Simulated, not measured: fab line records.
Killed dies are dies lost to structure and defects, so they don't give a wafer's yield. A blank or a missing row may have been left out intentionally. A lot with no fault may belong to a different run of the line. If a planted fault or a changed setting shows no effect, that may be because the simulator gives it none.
Which tool was responsible? -- flow sky130 -- 11 lots with 33 wafers sampled at 3 steps, on a route of 708 steps

## WHAT THE GAUGES SHOWED, per wafer
SKY_LDD_P_CD_MEAS_07: target cd 380 nm.
lot,measured,on,cd nm (nm)
L428,day 19 01:08,cd sem-02,378.1 377.1 379.5
L430,day 19 15:06,cd sem-01,379.5 377.1 380.1
L431,day 20 02:03,cd sem-02,- - -
L436,day 22 12:49,cd sem-02,381.4 381.3 381.6
L441,day 24 00:00,cd sem-02,377.7 378.3 377.2
L443,day 25 05:49,cd sem-01,381.2 379.2 381.2
L444,day 25 05:24,cd sem-01,380.3 383.8 380.8
L445,day 26 13:35,cd sem-02,382.9 380.7 379.4
L446,day 26 17:09,cd sem-02,380.3 380.3 381.2
L448,day 26 21:03,cd sem-01,382.1 383.4 384.9
L451,day 27 22:29,cd sem-01,379.9 385.0 383.8

## EACH LOT AND THE TOOL THAT RAN IT (in order: tool; ch and the chambers of the sampled wafers; start)
lot,SKY_GATE_OXIDE_STRIP_13,SKY_LDD_P_EXPOSE_04
L428,"plasma asher-03 ch 0,1, day 13 21:13","iline stepper-02 ch 0, day 18 09:31"
L430,"plasma asher-03 ch 0,1, day 14 09:20","iline stepper-01 ch 0, day 18 23:52"
L431,"plasma asher-04 ch 0,1, day 14 20:10","iline stepper-02 ch 0, day 19 11:42"
L436,"plasma asher-03 ch 0,1, day 16 19:02","iline stepper-02 ch 0, day 21 23:11"
L441,"plasma asher-04 ch 0,1, day 18 15:43","iline stepper-01 ch 0, day 23 10:11"
L443,"plasma asher-04 ch 0,1, day 18 23:24","iline stepper-02 ch 0, day 24 15:03"
L444,"plasma asher-02 ch 0,1, day 19 12:57","iline stepper-02 ch 0, day 24 14:05"
L445,"plasma asher-02 ch 0,1, day 20 22:06","iline stepper-01 ch 0, day 25 23:22"
L446,"plasma asher-02 ch 0,1, day 21 10:28","iline stepper-01 ch 0, day 26 04:18"
L448,"plasma asher-04 ch 1, day 21 18:37","iline stepper-02 ch 0, day 26 09:06"
L451,"plasma asher-04 ch 0,1, day 22 12:03","iline stepper-02 ch 0, day 27 09:20"
- SKY_GATE_OXIDE_STRIP_13: strips in O2/N2.
- SKY_LDD_P_EXPOSE_04: exposes mask PSDM, target cd 380 nm.

## THE ANSWER, worked out from the rows above alone
Rule: usual is defined by the lots themselves. Put in order of their means at a reading, lots are off if they are a third of the lots or fewer, leave a main group of 4 or more, and stand apart from it by a gap of 3 or more times the standard deviation of the main group's means; of several such gaps the widest counts. A main group is skipped when, at the precision printed for the reading in the tables above, its means are all equal. Also off: a lot with no number at a reading for which 4 or more lots have one. The other lots that the step has rows for count as sound.
Off: L431 (SKY_LDD_P_CD_MEAS_07, cd nm). Without a number there: L431. Main group: mean 380.6 nm, sd 1.8.
If a tool, at a process step before that reading, ran all the lots that are off and no sound lot after the first of them, it fits. The gauges at SKY_LDD_P_CD_MEAS_07 are tried like those tools. Of those tried, none fits.

## WHAT WAS PUT IN BY THE SIMULATOR
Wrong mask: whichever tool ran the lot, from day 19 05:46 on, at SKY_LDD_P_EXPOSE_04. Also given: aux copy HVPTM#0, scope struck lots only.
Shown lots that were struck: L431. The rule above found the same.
